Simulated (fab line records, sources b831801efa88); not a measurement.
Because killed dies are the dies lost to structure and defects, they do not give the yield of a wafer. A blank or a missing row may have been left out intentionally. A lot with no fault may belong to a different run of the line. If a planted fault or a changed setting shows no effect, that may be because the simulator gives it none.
Which of the tools did it? + flow gf180mcu + Sampling: 10 lots, 30 wafers, 6 of 602 route steps

== WHAT EACH GAUGE READ, for each wafer ==
GF_V4_THK_MEAS_03. Usual: V4_CVD_02_THK typically reads 852 nm, with standard deviation 11.
| lot  | measured     | on           | V4_CVD_02_THK (nm) | flag |
|------|--------------|--------------|--------------------|------|
| L781 | day 23 08:50 | filmMetro-03 | 841 852 849        |      |
| L782 | day 24 00:36 | filmMetro-01 | 845 848 861        |      |
| L784 | day 24 10:55 | filmMetro-04 | 859 857 884        |      |
| L785 | day 24 23:11 | filmMetro-03 | 853 867 877        |      |
| L787 | day 25 20:31 | filmMetro-01 | 842 850 847        |      |
| L792 | day 27 05:22 | filmMetro-04 | 845 838 850        |      |
| L793 | day 27 08:17 | filmMetro-04 | 841 859 855        |      |
| L795 | day 28 04:44 | filmMetro-04 | 842 875 880        |      |
| L796 | day 28 21:35 | filmMetro-04 | 847 868 869        |      |
| L800 | day 29 20:50 | filmMetro-04 | 844 859 858        |      |

GF_V4_OVL_MEAS_15. Usual: V4_OVL typically reads 4 nm, with standard deviation 5.7.
| lot  | measured     | on         | V4_OVL (nm) | flag |
|------|--------------|------------|-------------|------|
| L781 | day 24 07:59 | overlay-01 | -4 3 4      |      |
| L782 | day 24 23:21 | overlay-02 | 22 17 21    |      |
| L784 | day 25 09:08 | overlay-01 | 5 3 1       |      |
| L785 | day 25 20:36 | overlay-02 | 5 0 5       |      |
| L787 | day 26 17:15 | overlay-01 | 0 0 13      |      |
| L792 | day 28 02:14 | overlay-01 | 12 8 6      |      |
| L793 | day 28 04:36 | overlay-01 | 8 0 8       |      |
| L795 | day 29 00:32 | overlay-01 | 0 0 0       |      |
| L796 | day 29 16:52 | overlay-01 | 2 -7 -6     |      |
| L800 | day 30 15:42 | overlay-02 | 7 3 8       |      |

GF_MIM_RS_MEAS_10: measures by four-point-probe. Usual: MIM_ALCU_RS typically reads 0.1600 ohm/sq, with standard deviation 0.0013.
| lot  | measured     | on           | MIM_ALCU_RS (ohm/sq) | flag |
|------|--------------|--------------|----------------------|------|
| L781 | day 24 09:50 | filmMetro-03 | 0.1580 0.1593 0.1585 |      |
| L782 | day 25 01:10 | filmMetro-04 | 0.1588 0.1600 0.1599 |      |
| L784 | day 25 10:57 | filmMetro-02 | 0.1575 0.1591 0.1580 |      |
| L785 | day 25 22:26 | filmMetro-04 | 0.1590 0.1601 0.1587 |      |
| L787 | day 26 19:05 | filmMetro-04 | 0.1615 0.1608 0.1610 |      |
| L792 | day 28 04:11 | filmMetro-04 | 0.1604 0.1597 0.1594 |      |
| L793 | day 28 06:25 | filmMetro-02 | 0.1615 0.1601 0.1601 |      |
| L795 | day 29 02:24 | filmMetro-02 | 0.1613 0.1608 0.1606 |      |
| L796 | day 29 18:46 | filmMetro-04 | 0.1597 0.1595 0.1588 |      |
| L800 | day 30 17:31 | filmMetro-03 | 0.1603 0.1605 0.1457 | OFF  |

GF_MIM_THK_MEAS_11: measures by xrf. Usual: MIM_ALCU_THK typically reads 197.0 nm, with standard deviation 1.8.
| lot  | measured     | on           | MIM_ALCU_THK (nm) | flag |
|------|--------------|--------------|-------------------|------|
| L781 | day 24 09:57 | filmMetro-03 | 197.3 196.1 196.6 |      |
| L782 | day 25 01:17 | filmMetro-04 | 198.1 195.7 198.3 |      |
| L784 | day 25 11:04 | filmMetro-02 | 199.9 197.3 199.3 |      |
| L785 | day 25 22:32 | filmMetro-04 | 198.9 196.5 198.5 |      |
| L787 | day 26 19:11 | filmMetro-04 | 199.0 198.1 198.6 |      |
| L792 | day 28 04:18 | filmMetro-04 | 198.9 198.2 198.8 |      |
| L793 | day 28 06:32 | filmMetro-02 | 195.3 197.5 197.8 |      |
| L795 | day 29 02:31 | filmMetro-02 | 195.8 195.2 195.8 |      |
| L796 | day 29 18:52 | filmMetro-04 | 197.3 196.9 199.0 |      |
| L800 | day 30 17:38 | filmMetro-03 | 195.4 195.1 213.4 |      |

== WHAT TOOL EACH LOT RAN ON (gives the tool, then ch and the chambers of the sampled wafers, and finally the start) ==
| lot  | GF_V4_ETCH_17                                | GF_MIM_SPUTTER_08           |
|------|----------------------------------------------|-----------------------------|
| L781 | rieDiel-02 ch 0,1, day 24 09:46 or earlier   | pvdSputter-01, day 24 09:46 |
| L782 | rieDiel-04 ch 1,2,3, day 25 01:06 or earlier | pvdSputter-01, day 25 01:06 |
| L784 | rieDiel-02 ch 1,2, day 25 10:54 or earlier   | pvdSputter-03, day 25 10:54 |
| L785 | rieDiel-01 ch 1,2,3, day 25 22:20 or earlier | pvdSputter-03, day 25 22:20 |
| L787 | rieDiel-04 ch 1,2, day 26 18:59 or earlier   | pvdSputter-01, day 26 18:59 |
| L792 | rieDiel-02 ch 2,3, day 28 04:07 or earlier   | pvdSputter-03, day 28 04:07 |
| L793 | rieDiel-01 ch 1,2,3, day 28 06:21 or earlier | pvdSputter-04, day 28 06:21 |
| L795 | rieDiel-04 ch 1,2,3, day 29 02:20 or earlier | pvdSputter-04, day 29 02:20 |
| L796 | rieDiel-01 ch 1,2, day 29 18:40 or earlier   | pvdSputter-04, day 29 18:40 |
| L800 | rieDiel-02 ch 0,1,2, day 30 17:27 or earlier | pvdSputter-04, day 30 17:27 |
- GF_V4_ETCH_17: etches SiO2 in C4F8/O2/Ar, stops on TiN, target depth 630 nm.
- GF_MIM_SPUTTER_08: material AlCu, target thk 200 nm, time 10.6 s.

== WHAT THE TOOLS THEMSELVES READ (means of the sampled wafers that have a number; where no wafer has one, the mark that the record gives instead) ==
GF_V4_ETCH_17. Usual: 0.855 a.u. for oesProductAu, sd 0.0048.
| lot  | tool       | oesProductAu (a.u.) | flag |
|------|------------|---------------------|------|
| L781 | rieDiel-02 | 0.858               |      |
| L782 | rieDiel-04 | 0.858               |      |
| L784 | rieDiel-02 | 0.857               |      |
| L785 | rieDiel-01 | 0.859               |      |
| L787 | rieDiel-04 | 0.858               |      |
| L792 | rieDiel-02 | 0.855               |      |
| L793 | rieDiel-01 | 0.857               |      |
| L795 | rieDiel-04 | 0.852               |      |
| L796 | rieDiel-01 | 0.857               |      |
| L800 | rieDiel-02 | 0.854               |      |

GF_MIM_SPUTTER_08. Usual: cathodeDcPowerW 10600 W, standard deviation 1.9; chamberPressurePa 0.4001 Pa, standard deviation 0.00078; throttleValvePct 30.2 %, standard deviation 0.63.
| lot  | tool          | cathodeDcPowerW (W) | chamberPressurePa (Pa) | throttleValvePct (%) | flag |
|------|---------------|---------------------|------------------------|----------------------|------|
| L781 | pvdSputter-01 | 10601               | 0.4005                 | 29.7                 |      |
| L782 | pvdSputter-01 | 10600               | 0.4010                 | 30.2                 |      |
| L784 | pvdSputter-03 | 10600               | 0.4008                 | 30.1                 |      |
| L785 | pvdSputter-03 | 10599               | 0.4003                 | 29.9                 |      |
| L787 | pvdSputter-01 | 10602               | 0.4005                 | 29.9                 |      |
| L792 | pvdSputter-03 | 10599               | 0.3998                 | 30.1                 |      |
| L793 | pvdSputter-04 | 10600               | 0.4001                 | 30.1                 |      |
| L795 | pvdSputter-04 | 10598               | 0.3996                 | 30.4                 |      |
| L796 | pvdSputter-04 | 10601               | 0.3997                 | 30.1                 |      |
| L800 | pvdSputter-04 | 10956               | 0.3997                 | 30.4                 | OFF  |

== THE ANSWER, worked out from the rows above alone ==
Rule: a lot is off if the mean of its wafers that have a number lies more than 3 standard deviations from the usual mean. A lot without any number at a reading at which 4 lots or more have one is off too. The other lots that the step has rows for count as sound. After the gauges, taken in route order, come the tools' own readings; for these a lot's mean is taken, as printed above. The first step at which some lot is off is used, and at that step the reading that is off furthest; a lot without a number counts as furthest.
Off: L800, at GF_MIM_RS_MEAS_10 (MIM_ALCU_RS).
A tool fits if, at a process step before that reading, it ran every lot that is off, and no sound lot after the first of them. Not tried: the gauges at GF_MIM_RS_MEAS_10; whatever is off there is also off at GF_MIM_SPUTTER_08, on other tools, and gauge error can't account for it. With no start given for some of its lots, GF_V4_ETCH_17 uses the hours and lot order of GF_MIM_SPUTTER_08. Undecided on this evidence; 2 tools fit (rieDiel-02 at GF_V4_ETCH_17, pvdSputter-04 at GF_MIM_SPUTTER_08).

== WHAT HAD BEEN PUT IN BY THE SIMULATOR ==
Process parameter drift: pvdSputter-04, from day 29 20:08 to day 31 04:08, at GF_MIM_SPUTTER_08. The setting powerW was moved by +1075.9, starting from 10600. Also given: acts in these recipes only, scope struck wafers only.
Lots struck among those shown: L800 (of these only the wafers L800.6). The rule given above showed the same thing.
